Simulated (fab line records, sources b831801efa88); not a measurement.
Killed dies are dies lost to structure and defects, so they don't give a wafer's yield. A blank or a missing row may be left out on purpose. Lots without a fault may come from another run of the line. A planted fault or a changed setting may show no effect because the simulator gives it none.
A struck lot beside a sound one | flow gf180mcu | 37 steps out of a route of 602
Sound: wafers L378.2, L378.4, L378.6. Struck: wafers L388.4, L388.5. The cause comes at the end.
At each step with rows: each side's tool, then ch and its chambers, then its first start. Under that, the readings that differ: sound wafers | struck wafers | difference of the means | sigmas: that difference in standard deviations of wafers without a fault.
alike: readings whose means differ by less than 2 such deviations, and words and numbers that are the same on both sides. not compared: withheld readings, readings that some wafer has no value for, bounds like >300 that may hide the same value, and numbers for which the record gives no deviation and whose values overlap.
The two part at a step that has a row with sigmas, a row that says differs or no value, or rows on one side only. Numbers that don't overlap but have no deviation are shown without sigmas and don't part them. A reading that every wafer of one side lacks parts them only if that side has two wafers or more.

first, 1 step without rows for these wafers: GF_M5_DEVELOP_06 (develop time 60 s).
GF_M5_CD_MEAS_07: target cd 280 nm.
  sound on cd_sem-02, day 27 08:25; struck on cd_sem-01, day 30 17:22
  alike: cd_nm
GF_M5_OVL_MEAS_08:
  sound on overlay-01, day 27 08:31; struck on overlay-02, day 30 17:26
  alike: M5_OVL
then, 6 steps without rows for these wafers: GF_M5_ETCH_09 (etches Si3N4 in CF4/O2, target depth 52 nm, time 11.6 s); GF_M5_METAL_ETCH_10 (etches the open film in Cl2/BCl3, stops on SiO2, target depth 750.8 nm, time 125.1 s); GF_M5_STRIP_11 (strips in O2/N2); GF_M5_STRIP_12 (strips in post etch residue remover, time 1200 s); GF_M5_CLEAN_13 (cleans in DIW); GF_V5_CVD_00 (deposits SiO2, target thk 300 nm, time 50 s).
GF_V5_THK_MEAS_01:
  sound on film_metro-01, day 27 09:20; struck on film_metro-01, day 30 18:13
  alike: V5_CVD_00_THK
GF_V5_CVD_02: deposits SiO2 from TEOS, target thk 1450 nm, time 163.28 s.
  sound on pecvd-01 ch 1,2, day 27 09:23; struck on pecvd-01 ch 1,2, day 30 18:19
  alike: heater_power_w
GF_V5_THK_MEAS_03:
  sound on film_metro-03, day 27 09:30; struck on film_metro-03, day 30 18:23
  alike: V5_CVD_02_THK
GF_V5_CMP_04: polishes SiO2.
  sound on cmp-02 ch 0,1, day 27 09:33; struck on cmp-02 ch 0, day 30 18:28
  reading                             | sound             | struck      | difference | sigmas
  model.SiO2_of_V5_CVD_02.thk_nm (nm) | 854.5 853.6 854.8 | 769.2 768.2 | -85.6      |
  alike: head_pressure_psi, motor_current_A
GF_V5_BOW_MEAS_05:
  sound on film_metro-01, day 27 09:53; struck on film_metro-01, day 30 18:50
  alike: V5_BOW
then, 8 steps without rows for these wafers: GF_V5_DEHYDRATE_06 (time 60 s); GF_V5_HMDS_07 (prime time 60 s); GF_V5_COAT_08; GF_V5_COAT_09 (resist thk 1000 nm); GF_V5_SOFTBAKE_10 (time 60 s); GF_V5_EXPOSE_11 (exposes mask Via5, target cd 260 nm); GF_V5_PEB_12 (peb time 90 s); GF_V5_DEVELOP_13 (develop time 60 s).
GF_V5_CD_MEAS_14: target cd 260 nm.
  sound on cd_sem-01, day 28 05:47; struck on cd_sem-01, day 31 12:13
  alike: cd_nm
GF_V5_OVL_MEAS_15:
  sound on overlay-01, day 28 05:53; struck on overlay-02, day 31 12:17
  reading     | sound    | struck | difference | sigmas
  V5_OVL (nm) | -8 -4 -5 | 7 5    | +12        | +2
then, 1 step without rows for these wafers: GF_V5_ETCH_16 (etches BARC in N2/H2).
GF_V5_ETCH_17: etches SiO2 in C4F8/O2/Ar, stops on TiN, target depth 855 nm.
  sound on rie_diel-04 ch 0,2,3; struck on rie_diel-04 ch 0,3
  reading                        | sound             | struck      | difference | sigmas
  oes_product_au (a.u.)          | 0.855 0.856 0.852 | 0.809 0.805 | -0.047     | -10
  model.V5.feature_depth_nm (nm) | 854.5 853.6 854.8 | 769.2 768.2 | -85.6      |
  model.etch.depth_nm (nm)       | 854.5 853.6 854.8 | 769.2 768.2 | -85.6      |
then, 3 steps without rows for these wafers: GF_V5_STRIP_18 (strips in O2/N2); GF_V5_STRIP_19 (strips in post etch residue remover, time 1200 s); GF_V5_CLEAN_20 (cleans in DIW).
GF_V5_SPUTTER_21: material Ti, target thk 15 nm, time 80.02 s.
  sound on pvd_sputter-04, day 28 06:37; struck on pvd_sputter-02, day 31 12:59
  alike: cathode_dc_power_W, throttle_valve_pct
GF_V5_SPUTTER_22: material TiN, target thk 10 nm, time 40 s.
  sound on pvd_sputter-04, day 28 06:41; struck on pvd_sputter-02, day 31 13:03
  alike: cathode_dc_power_W, throttle_valve_pct
GF_V5_CVD_23: deposits W, target thk 350 nm, time 104.9 s.
  sound on cvd_w-02 ch 0,1, day 28 06:43; struck on cvd_w-02 ch 0,1, day 31 13:08
  alike: heater_power_w
GF_V5_RS_MEAS_24: measures by four-point-probe.
  sound on film_metro-01, day 28 06:51; struck on film_metro-02, day 31 13:16
  alike: V5_W_RS
GF_V5_THK_MEAS_25: measures by xrf.
  sound on film_metro-01, day 28 06:58; struck on film_metro-02, day 31 13:21
  alike: V5_W_THK
GF_V5_CMP_26: polishes, stops on SiO2, t overpolish 15 s, target thk 0 nm.
  sound on cmp-02 ch 0,1, day 28 07:05; struck on cmp-02 ch 1, day 31 13:23
  reading                             | sound           | struck      | difference | sigmas
  model.SiO2_of_V5_CVD_02.thk_nm (nm) | 850.7 849.8 851 | 765.4 764.4 | -85.6      |
  alike: head_pressure_psi, motor_current_A
GF_TOP_METAL_SPUTTER_00: material Ti, target thk 37.5 nm, time 150 s.
  sound on pvd_sputter-03, day 28 07:23; struck on pvd_sputter-03, day 31 13:41
  alike: cathode_dc_power_W, throttle_valve_pct
GF_PASSIVATION_PROBE_99:
  the record has rows for the struck wafers here (prober-02, day 33 02:31) and none for the sound ones

WHERE THEY PART
First at GF_V5_OVL_MEAS_15; last, within this record, at GF_PASSIVATION_PROBE_99.

WHY: what the simulator had put in
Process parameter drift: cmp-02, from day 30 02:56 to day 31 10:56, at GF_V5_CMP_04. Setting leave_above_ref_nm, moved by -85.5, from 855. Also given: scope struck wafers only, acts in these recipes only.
